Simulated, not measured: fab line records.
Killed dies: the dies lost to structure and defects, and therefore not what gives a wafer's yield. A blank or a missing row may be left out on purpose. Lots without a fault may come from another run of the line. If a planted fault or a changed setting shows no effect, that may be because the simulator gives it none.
A struck lot beside a sound one | flow gf180mcu | 16 out of 602 route steps
Sound: the wafers L493.2, L493.4, L493.6. Struck: wafers L494.2, L494.3, L494.5. The cause is given at the end.
For every step that has rows: the tool of each side, followed by ch and its chambers, followed by its first start. Under that, the readings that differ: sound wafers | struck wafers | difference of the means | sigmas: that difference in standard deviations of wafers without a fault.
alike: a reading whose means differ by less than 2 such deviations, as well as words and numbers matching on both sides. not compared: withheld readings; readings where some wafer has no value; bounds like >300 that might hide an equal value; numbers whose values overlap and for which the record gives no deviation.
Wherever a step has rows on one side only, a row that says differs or no value, or a row with sigmas, the two part there. Numbers that don't overlap but have no deviation are shown without sigmas and don't part them. A reading missing from all wafers of one side parts the sides only when that side holds two or more wafers.

GF_MIM_STRIP_20: strips in O2/N2.
  sound on plasmaAsher-03 ch 0,1, day 30 22:11; struck on plasmaAsher-02 ch 0,1, day 30 22:29
  alike: chamberPressureMTorr, drypumpMotorCurrentA, heaterPowerW, oesProductAu, stripTimeToEndpointS
  not compared: rfHoursCounterH
then, 9 steps without rows for these wafers: GF_MIM_STRIP_21 (strips in post etch residue remover, time 1200 s); GF_MIM_CLEAN_22 (cleans in DIW); GF_M5_DEHYDRATE_00 (time 60 s); GF_M5_HMDS_01 (prime time 60 s); GF_M5_COAT_02 (resist thk 1000 nm); GF_M5_SOFTBAKE_03 (time 60 s); GF_M5_EXPOSE_04 (exposes mask Metal5, target cd 280 nm); GF_M5_PEB_05 (peb time 90 s); GF_M5_DEVELOP_06 (develop time 60 s).
GF_M5_CD_MEAS_07 targets a cd of 280 nm.
  sound: cdSem-02 at day 31 16:40; struck: cdSem-01 at day 31 16:38
  alike: cdNm
GF_M5_OVL_MEAS_08:
  sound: overlay-01 at day 31 16:46; struck: overlay-02 at day 31 16:44
  alike: M5_OVL
GF_M5_ETCH_09: etches Si3N4 in CF4/O2, target depth 52 nm, time 11.6 s.
  sound on rieDiel-04 ch 0,2, day 31 16:47; struck on rieDiel-01 ch 0,1,3, day 31 16:46
  no value came back on the struck wafers for any of 6 readings (O2_flow_sccm (sccm), biasW (W) and others); on the sound wafers O2_flow_sccm (sccm) reads 9.964 10.043 10.009
reading                            | sound             | struck            | difference | sigmas
model.KrF_of_M5_COAT_02.thkNm (nm) | 950.8 951.5 953.2 | 983.1 982.1 984.2 | +31.3      | 
  not compared: rfHoursCounterH
GF_M5_METAL_ETCH_10: etches the open film in Cl2/BCl3, stops on SiO2, target depth 627.5 nm, time 104.6 s.
  sound on rieMetal-03 ch 0,1, day 31 16:49; struck on rieMetal-01 ch 0,1, day 31 16:47
reading                            | sound             | struck            | difference | sigmas
bcl3FlowSccm (sccm)                | 39.92 40.06 39.69 | 40.29 40.25 40.23 | +0.37      | +3
model.KrF_of_M5_COAT_02.thkNm (nm) | 696.3 696 695.7   | 741.7 738.8 736.8 | +43.1      | 
  alike: biasW, chamberPressureMTorr, drypumpMotorCurrentA, oesProductAu, throttleValvePct
  not compared: rfHoursCounterH
GF_M5_STRIP_11: strips in O2/N2.
  sound on plasmaAsher-03 ch 0,1, day 31 16:56; struck on plasmaAsher-04 ch 0,1, day 31 16:54
reading                  | sound             | struck            | difference | sigmas
oesProductAu (a.u.)      | 0.540 0.545 0.539 | 0.558 0.564 0.568 | +0.022     | +4
stripTimeToEndpointS (s) | 7.49 7.49 7.49    | 7.93 7.90 7.90    | +0.42      | +7
  alike: chamberPressureMTorr, drypumpMotorCurrentA, heaterPowerW
  not compared: rfHoursCounterH
then, 1 step without rows for these wafers: GF_M5_STRIP_12 (strips in post etch residue remover, time 1200 s).

## WHERE THEY PART
At GF_M5_ETCH_09 first; at GF_M5_STRIP_11 last (within this record only).

WHY: the cause the simulator had injected
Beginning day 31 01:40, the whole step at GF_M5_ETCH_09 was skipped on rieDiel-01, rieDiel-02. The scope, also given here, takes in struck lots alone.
